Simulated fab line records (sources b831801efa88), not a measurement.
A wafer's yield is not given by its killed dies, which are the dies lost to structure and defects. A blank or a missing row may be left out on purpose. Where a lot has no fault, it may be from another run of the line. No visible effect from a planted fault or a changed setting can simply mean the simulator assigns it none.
fab line records    flow sky130
record: lots: 14  wafers: 42  last_day: 50
route steps=708 shown SONOS_ONO@171 LDD_HVP@288 LDD_LDN@295 SD_N@358
lots that met no fault: from a run of the same line without faults
start_h: hours from the record's opening day to when the first of the lot's shown wafers began    wait_h: hours since the lot's step before    " the same as in the row above    L1.1+2: a single row standing in for several wafers    - no value, or no start was given    * or withheld: withheld    < > ~ a bound
route shown NAME@n: NAME is a module with steps in the file, n the number in the route of the first one    usual: mean/standard deviation taken from wafers without a fault    same: alike in all rows    chamber/n: place in a boat    sites: readings site by site    _std_site: their standard deviation    _edge_site: the outer-site mean with the inner-site mean subtracted    radius_mm: for every site, how far away it sits from the centre of the wafer    mask NAME#n: copy n    behind: the most recent tool/chamber to have shaped the wafer    hold: why the lot was held/for how many hours/how that ended    device: which transistor (n, p or np) failed to switch    end of line: the route-end tests of the same wafers    a step without rows: its recipe alone    killed: dies that structure and defects cost at the first sort, which is not the same as the wafer's yield    map: dies across one wafer; x = killed, . = not, _ = none there
set.NAME: the setting the step ran with; set.NAME@STEP: the setting that earlier step ran with    model.NAME: the simulator's own value behind a step, which no gauge read
a sample of lots followed through the steps of the route, with each step as a table and each wafer as a row
services: when a tool's chamber went out of use (start_h, in hours from the record's first day, below 0 if earlier), for how many hours, and the reason
== steps ==
step: SKY_SONOS_ONO_THK_MEAS_03
recipe: reads: Si3N4_of_SONOS_ONO_CVD_02
usual: SONOS_ONO_CVD_02_THK: 10.48/0.13
lot.wafer  tool           chamber  start_h  wait_h  SONOS_ONO_CVD_02_THK[nm]
L498.2     film_metro-03  -        247.35   0.0     10.40
L498.5     "              -        "        "       10.34
L498.6     "              -        "        "       10.44
L499.2     film_metro-01  -        255.96   0.0     10.17
L499.4     "              -        "        "       10.06
L499.6     "              -        "        "       10.21
L500.1     film_metro-01  -        265.81   0.0     10.31
L500.2     "              -        "        "       10.37
L500.3     "              -        "        "       10.49
L502.1     film_metro-01  -        296.36   0.0     10.45
L502.4     "              -        "        "       10.40
L502.6     "              -        "        "       10.64
L503.1     film_metro-01  -        301.75   0.0     10.30
L503.2     "              -        "        "       10.43
L503.6     "              -        "        "       10.37
L504.1     film_metro-04  -        301.75   0.0     10.39
L504.3     "              -        "        "       10.48
L504.5     "              -        "        "       10.44
L505.2     film_metro-04  -        306.31   0.0     10.64
L505.5     "              -        "        "       10.52
L505.6     "              -        "        "       10.66
L506.1     film_metro-01  -        315.82   0.0     10.50
L506.2     "              -        "        "       10.54
L506.5     "              -        "        "       10.47
L507.2     film_metro-04  -        326.88   0.0     10.54
L507.3     "              -        "        "       10.45
L507.5     "              -        "        "       10.59
L508.2     film_metro-01  -        330.54   0.0     10.58
L508.4     "              -        "        "       10.51
L508.6     "              -        "        "       10.61
L513.2     film_metro-04  -        369.89   0.0     10.47
L513.3     "              -        "        "       10.55
L513.6     "              -        "        "       10.44
L518.1     film_metro-03  -        411.03   0.0     10.55
L518.2     "              -        "        "       10.58
L518.4     "              -        "        "       10.57
L519.1     film_metro-04  -        434.62   0.0     10.66
L519.4     "              -        "        "       10.52
L519.5     "              -        "        "       10.72
L521.1     film_metro-01  -        438.87   0.0     10.55
L521.4     "              -        "        "       10.72
L521.5     "              -        "        "       10.79
step: SKY_LDD_HVP_TW_MEAS_10
usual: LDD_HVP_TW: 455.0/2.4
lot.wafer  tool           chamber  start_h  wait_h  LDD_HVP_TW
L498.2     film_metro-02  -        482.36   0.1     453.3
L498.5     "              -        "        "       454.0
L498.6     "              -        "        "       451.4
L499.2     film_metro-03  -        493.56   0.1     457.2
L499.4     "              -        "        "       457.5
L499.6     "              -        "        "       459.1
L500.1     film_metro-03  -        505.76   0.1     457.6
L500.2     "              -        "        "       459.5
L500.3     "              -        "        "       459.0
L502.1     film_metro-03  -        544.78   0.1     457.4
L502.4     "              -        "        "       455.3
L502.6     "              -        "        "       457.1
L503.1     film_metro-04  -        552.10   0.1     454.2
L503.2     "              -        "        "       452.0
L503.6     "              -        "        "       450.2
L504.1     film_metro-03  -        553.13   0.1     456.8
L504.3     "              -        "        "       457.9
L504.5     "              -        "        "       453.9
L505.2     film_metro-04  -        559.34   0.1     452.0
L505.5     "              -        "        "       451.7
L505.6     "              -        "        "       452.4
L506.1     film_metro-03  -        563.13   0.1     458.8
L506.2     "              -        "        "       455.0
L506.5     "              -        "        "       457.6
L507.2     film_metro-04  -        578.99   0.1     453.6
L507.3     "              -        "        "       453.1
L507.5     "              -        "        "       453.1
L508.2     film_metro-04  -        584.34   0.1     454.8
L508.4     "              -        "        "       453.1
L508.6     "              -        "        "       453.0
L513.2     film_metro-04  -        623.24   0.1     454.8
L513.3     "              -        "        "       457.4
L513.6     "              -        "        "       455.7
L518.1     film_metro-02  -        659.13   0.1     455.4
L518.2     "              -        "        "       454.8
L518.4     "              -        "        "       455.9
L519.1     film_metro-03  -        682.18   0.1     455.9
L519.4     "              -        "        "       455.2
L519.5     "              -        "        "       452.4
L521.1     film_metro-04  -        688.88   0.1     452.3
L521.4     "              -        "        "       453.5
L521.5     "              -        "        "       450.6
step: SKY_LDD_LDN_DEVELOP_06
recipe: resist: NOVOLAK  developer: TMAH  develop_time_s: 60  dev_temp_c: 23
lot.wafer   tool            chamber  start_h  wait_h
L498.2+5+6  litho_track-02  0        512.89   0.1
L499.2+4+6  litho_track-03  0        523.74   0.1
L500.1+2+3  litho_track-03  0        535.06   0.1
L502.1+4+6  litho_track-04  0        574.14   0.1
L503.1+2+6  litho_track-02  0        581.77   0.1
L504.1+3+5  litho_track-02  0        582.37   0.1
L505.2+5+6  litho_track-04  0        588.27   0.1
L506.1+2+5  litho_track-02  0        592.62   0.1
L507.2+3+5  litho_track-03  0        607.69   0.1
L508.2+4+6  litho_track-02  0        613.74   0.1
L513.2+3+6  litho_track-04  0        651.22   0.1
L518.1+2+4  litho_track-02  0        686.52   0.1
L519.1+4+5  litho_track-04  0        709.19   0.1
L521.1+4+5  litho_track-04  0        715.79   0.1
step: SKY_LDD_LDN_OVL_MEAS_07
usual: LDD_LDN_OVL: -0.7/1.1
lot.wafer  tool        chamber  start_h  wait_h  LDD_LDN_OVL[nm]
L498.2     overlay-02  -        513.03   0.1     -2.1
L498.5     "           -        "        "       -2.1
L498.6     "           -        "        "       -2.7
L499.2     overlay-01  -        523.87   0.1     0.1
L499.4     "           -        "        "       -0.6
L499.6     "           -        "        "       -1.7
L500.1     overlay-02  -        535.21   0.1     -2.0
L500.2     "           -        "        "       -2.9
L500.3     "           -        "        "       -0.9
L502.1     overlay-01  -        574.29   0.1     -0.8
L502.4     "           -        "        "       -0.9
L502.6     "           -        "        "       0.6
L503.1     overlay-02  -        581.92   0.1     -0.5
L503.2     "           -        "        "       1.4
L503.6     "           -        "        "       0.4
L504.1     overlay-02  -        582.52   0.1     -1.1
L504.3     "           -        "        "       -0.2
L504.5     "           -        "        "       1.0
L505.2     overlay-02  -        588.40   0.1     -0.7
L505.5     "           -        "        "       -0.9
L505.6     "           -        "        "       -3.3
L506.1     overlay-02  -        592.77   0.1     -
L506.2     "           -        "        "       -
L506.5     "           -        "        "       -
L507.2     overlay-02  -        607.82   0.1     -1.4
L507.3     "           -        "        "       0.5
L507.5     "           -        "        "       -1.2
L508.2     overlay-01  -        613.88   0.1     -
L508.4     "           -        "        "       -
L508.6     "           -        "        "       -
L513.2     overlay-02  -        651.35   0.1     0.2
L513.3     "           -        "        "       1.2
L513.6     "           -        "        "       0.3
L518.1     overlay-02  -        686.67   0.1     -2.7
L518.2     "           -        "        "       -2.6
L518.4     "           -        "        "       -1.4
L519.1     overlay-02  -        709.34   0.1     -0.4
L519.4     "           -        "        "       -0.8
L519.5     "           -        "        "       -1.9
L521.1     overlay-01  -        715.94   0.1     0.5
L521.4     "           -        "        "       0.3
L521.5     "           -        "        "       -0.6
step: SKY_LDD_LDN_TW_MEAS_13
usual: LDD_LDN_TW: 1480/14
lot.wafer  tool           chamber  start_h  wait_h  LDD_LDN_TW
L498.2     film_metro-04  -        513.77   0.1     1476
L498.5     "              -        "        "       1481
L498.6     "              -        "        "       1479
L499.2     film_metro-01  -        524.61   0.1     1516
L499.4     "              -        "        "       1512
L499.6     "              -        "        "       1517
L500.1     film_metro-03  -        535.95   0.1     1478
L500.2     "              -        "        "       1485
L500.3     "              -        "        "       1473
L502.1     film_metro-04  -        575.03   0.1     1460
L502.4     "              -        "        "       1465
L502.6     "              -        "        "       1460
L503.1     film_metro-04  -        582.66   0.1     1474
L503.2     "              -        "        "       1473
L503.6     "              -        "        "       1476
L504.1     film_metro-01  -        583.26   0.1     1506
L504.3     "              -        "        "       1508
L504.5     "              -        "        "       1508
L505.2     film_metro-03  -        589.14   0.1     1492
L505.5     "              -        "        "       1484
L505.6     "              -        "        "       1487
L506.1     film_metro-04  -        593.51   0.1     30
L506.2     "              -        "        "       30
L506.5     "              -        "        "       30
L507.2     film_metro-03  -        608.56   0.1     1478
L507.3     "              -        "        "       1475
L507.5     "              -        "        "       1472
L508.2     film_metro-03  -        614.62   0.1     30
L508.4     "              -        "        "       30
L508.6     "              -        "        "       30
L513.2     film_metro-03  -        652.09   0.1     1477
L513.3     "              -        "        "       1475
L513.6     "              -        "        "       1470
L518.1     film_metro-04  -        687.41   0.1     1468
L518.2     "              -        "        "       1470
L518.4     "              -        "        "       1477
L519.1     film_metro-04  -        710.08   0.1     1476
L519.4     "              -        "        "       1466
L519.5     "              -        "        "       1479
L521.1     film_metro-04  -        716.68   0.1     1473
L521.4     "              -        "        "       1474
L521.5     "              -        "        "       1478
step: SKY_SD_N_RS_MEAS_16
recipe: thk_meas_gauge: four-point-probe
usual: SD_N_RS: 68.58/0.11
lot.wafer  tool           chamber  start_h  wait_h  SD_N_RS[ohm/sq]
L498.2     film_metro-01  -        636.02   0.1     68.73
L498.5     "              -        "        "       68.66
L498.6     "              -        "        "       68.64
L499.2     film_metro-04  -        644.30   0.1     68.82
L499.4     "              -        "        "       68.67
L499.6     "              -        "        "       68.71
L500.1     film_metro-01  -        655.83   0.1     68.63
L500.2     "              -        "        "       68.71
L500.3     "              -        "        "       68.58
L502.1     film_metro-04  -        692.36   0.1     68.65
L502.4     "              -        "        "       68.29
L502.6     "              -        "        "       68.44
L503.1     film_metro-01  -        699.31   0.1     68.53
L503.2     "              -        "        "       68.52
L503.6     "              -        "        "       68.57
L504.1     film_metro-02  -        700.56   0.1     68.60
L504.3     "              -        "        "       68.45
L504.5     "              -        "        "       68.51
L505.2     film_metro-02  -        705.38   0.1     68.60
L505.5     "              -        "        "       68.62
L505.6     "              -        "        "       68.70
L506.1     film_metro-02  -        709.88   0.1     68.53
L506.2     "              -        "        "       68.72
L506.5     "              -        "        "       68.68
L507.2     film_metro-02  -        721.75   0.1     68.49
L507.3     "              -        "        "       68.51
L507.5     "              -        "        "       68.40
L508.2     film_metro-04  -        728.05   0.1     68.53
L508.4     "              -        "        "       68.53
L508.6     "              -        "        "       68.42
L513.2     film_metro-04  -        763.50   0.1     68.57
L513.3     "              -        "        "       68.48
L513.6     "              -        "        "       68.52
L518.1     film_metro-02  -        797.46   0.1     68.52
L518.2     "              -        "        "       68.50
L518.4     "              -        "        "       68.41
L519.1     film_metro-01  -        822.05   0.1     68.69
L519.4     "              -        "        "       68.48
L519.5     "              -        "        "       68.49
L521.1     film_metro-01  -        827.08   0.1     68.75
L521.4     "              -        "        "       68.56
L521.5     "              -        "        "       68.78
== services ==
tool            chamber  start_h  hours  kind
litho_track-02  -        535.07   -      consumable_replace:filter
== key ==
first_sign: step: SKY_LDD_LDN_OVL_MEAS_07  reading: LDD_LDN_OVL  direction: missing
effect: step: SKY_LDD_LDN_TW_MEAS_13  reading: LDD_LDN_TW  direction: down  sigmas: 99+  usual: 1480  struck: 30
met_at SKY_LDD_LDN_DEVELOP_06
struck_lots L506,L508
sort_left_out L506.1,L506.2,L506.5,L508.2,L508.4,L508.6
tester_left_out L506,L508
not_acting_at SKY_SONOS_ONO_THK_MEAS_03,SKY_LDD_HVP_TW_MEAS_10,SKY_SD_N_RS_MEAS_16
onset_between 582.37 592.62
fault: kind: process_parameter_drift  tool: litho_track-02  chamber: -  onset_h: 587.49  steps: SKY_LDD_LDN_DEVELOP_06  channel: develop_time_s  offset: *  shape: step  end_h: 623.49  acts_in: *  stated: *
tester_left_out: of these lots the tester's yield and bins aren't shown, on N5 and GAA mostly nor the transistor test; their killed dies are dies lost to structure and defects alone, not to doping, threshold or leakage, so they don't give the yield
sort_left_out: the simulated sort isn't trusted on such a fault, so these wafers' sort isn't shown, and their yield isn't known
